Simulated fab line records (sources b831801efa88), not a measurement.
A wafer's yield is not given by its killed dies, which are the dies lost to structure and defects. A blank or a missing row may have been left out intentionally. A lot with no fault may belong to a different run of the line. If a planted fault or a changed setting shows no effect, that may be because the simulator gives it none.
Which tool was responsible? || flow sky130 || Sampling: 6 lots, 18 wafers, 3 of 708 route steps

== WHAT THE GAUGES READ, wafer by wafer ==
SKY_SD_P_CD_MEAS_07: the cd target is 380 nm.
{"lot": "L411", "measured": "day 25 19:07", "on": "cd-sem-01", "cd-nm (nm)": "379.1 377.3 379.0"}
{"lot": "L420", "measured": "day 29 06:35", "on": "cd-sem-01", "cd-nm (nm)": "- - -"}
{"lot": "L422", "measured": "day 29 16:38", "on": "cd-sem-01", "cd-nm (nm)": "- - -"}
{"lot": "L425", "measured": "day 30 15:28", "on": "cd-sem-02", "cd-nm (nm)": "377.7 381.4 377.2"}
{"lot": "L430", "measured": "day 32 00:54", "on": "cd-sem-01", "cd-nm (nm)": "379.9 378.8 380.5"}
{"lot": "L433", "measured": "day 34 02:50", "on": "cd-sem-01", "cd-nm (nm)": "378.4 379.7 377.9"}

== TOOL THAT RAN EACH LOT (tool first, then ch and the chambers of the sampled wafers, then the start) ==
{"lot": "L411", "SKY_SPACER_ETCHBACK_02": "rie-diel-02 ch 0,1, day 23 08:14", "SKY_SD_P_DEVELOP_06": "litho-track-01 ch 0, day 25 18:58"}
{"lot": "L420", "SKY_SPACER_ETCHBACK_02": "rie-diel-01 ch 0,3, day 26 19:33", "SKY_SD_P_DEVELOP_06": "litho-track-01 ch 0, day 29 06:26"}
{"lot": "L422", "SKY_SPACER_ETCHBACK_02": "rie-diel-02 ch 0,2,3, day 27 06:16", "SKY_SD_P_DEVELOP_06": "litho-track-01 ch 0, day 29 16:29"}
{"lot": "L425", "SKY_SPACER_ETCHBACK_02": "rie-diel-04 ch 1,3, day 28 07:35", "SKY_SD_P_DEVELOP_06": "litho-track-04 ch 0, day 30 15:16"}
{"lot": "L430", "SKY_SPACER_ETCHBACK_02": "rie-diel-02 ch 1,2,3, day 29 18:19", "SKY_SD_P_DEVELOP_06": "litho-track-02 ch 0, day 32 00:45"}
{"lot": "L433", "SKY_SPACER_ETCHBACK_02": "rie-diel-02 ch 2,3, day 31 22:25", "SKY_SD_P_DEVELOP_06": "litho-track-04 ch 0, day 34 02:42"}
- SKY_SPACER_ETCHBACK_02: etches Si3N4 in CH3F/O2, stops on SiO2, time 46.7 s, target depth 45 nm.
- SKY_SD_P_DEVELOP_06: develop time 60 s.

== THE ANSWER, worked out from the rows above alone ==
Rule: the lots themselves supply what counts as usual. The widest of any qualifying gaps counts: lots, ordered by their means at a reading, are off when they make up no more than a third of the lots, leave a main group of 4 or more, and stand apart from it by 3 or more times the standard deviation of that group's means. A main group whose means are all the same, to the digits that the tables above print for the reading, isn't used. Also off: a lot with no number at a reading for which 4 or more lots have one. Any other lot the step has rows for is counted as sound.
Off, at SKY_SD_P_CD_MEAS_07 on cd-nm: L420, L422. Without a number there: L420, L422. Mean 378.9 nm and standard deviation 0.49 in the main group.
A tool fits if, at a process step before that reading, it ran every lot that is off, and no sound lot after the first of them. Those tools and the gauges at SKY_SD_P_CD_MEAS_07 are tried in the same way. One candidate fits, namely litho-track-01 at SKY_SD_P_DEVELOP_06. Its last sound lot is L411 (day 25 18:58), its first lot that is off L420 (day 29 06:26): a fault that began between those two fits.

== WHAT THE SIMULATOR HAD INSERTED ==
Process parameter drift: litho-track-01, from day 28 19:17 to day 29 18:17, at SKY_SD_P_DEVELOP_06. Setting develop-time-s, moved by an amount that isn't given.
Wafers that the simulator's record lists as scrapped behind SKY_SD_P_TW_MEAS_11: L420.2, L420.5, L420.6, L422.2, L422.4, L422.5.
Shown lots that were struck: L420, L422. This agrees with what the rule above found.
